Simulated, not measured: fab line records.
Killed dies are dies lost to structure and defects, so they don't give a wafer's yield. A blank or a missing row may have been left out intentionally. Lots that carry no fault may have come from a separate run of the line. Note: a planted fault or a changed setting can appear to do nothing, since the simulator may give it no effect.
A single fault, viewed from 2 desks -- flow sky130 -- only its own numbers are on each desk; what lay behind them is given at the end

== FOR THE TOOL OWNER'S DESK: krf scanner-01 ==
The tool's own readings at SKY_VIA3_EXPOSE_09 (exposes mask VIM3, target cd 200 nm): means of the sampled wafers that have a number, for each lot that ran on this tool. If a lot's mean is further than 4 standard deviations from the usual mean, the lot is out of limits and carries the mark OUT (the distance appears in the brackets).
Columns: A = exposure dose mJ cm2 at SKY_VIA3_EXPOSE_09, usual 37.98; B = focus offset nm at SKY_VIA3_EXPOSE_09, usual -0.2 nm
lot,first seen here,A,B
L456,day 40 09:20,38.00,-0.2
L467,day 43 01:27,37.97,-0.1
L470,day 43 19:42,37.97,0.4
L472,day 44 05:05,37.93,-0.2
L473,day 44 21:25,37.92,-0.2
L475,day 45 04:13,37.95,0.4
L476,day 46 11:38,37.94,0.3
This desk's finding: nothing out of limits on any of the 7 lots.

== METROLOGY DESK ==
What the gauges read, lot by lot, whatever tool the lot ran on: means of the sampled wafers that have a number. If a lot's mean is further than 4 standard deviations from the usual mean, the lot is out of limits and carries the mark OUT (the distance appears in the brackets).
Columns: A = VIA3_BOW at SKY_VIA3_BOW_MEAS_03, usual 80 um; B = cd nm at SKY_VIA3_CD_MEAS_12, usual 200.0 nm
lot,first seen here,A,B
L455,day 38 16:02,82,200.1
L456,day 39 21:14,84,200.5
L458,day 39 23:02,86,-
L457,day 40 00:13,71,-
L459,day 40 02:05,80,-
L462,day 41 04:16,83,200.0
L467,day 42 13:11,75,200.1
L468,day 42 19:04,77,200.3
L470,day 43 09:01,87,199.7
L471,day 43 15:14,81,199.2
L472,day 43 16:16,83,200.6
L473,day 44 11:26,85,200.7
L475,day 44 16:36,75,198.7
L477,day 45 21:53,71,200.3
L476,day 46 01:42,75,199.1
This desk's finding: nothing out of limits on any of the 15 lots.

== BROUGHT TOGETHER ==
The tool owner's desk saw nothing out of limits.
Nothing out of limits was seen by the metrology desk.

== WHAT WAS PUT IN BY THE SIMULATOR ==
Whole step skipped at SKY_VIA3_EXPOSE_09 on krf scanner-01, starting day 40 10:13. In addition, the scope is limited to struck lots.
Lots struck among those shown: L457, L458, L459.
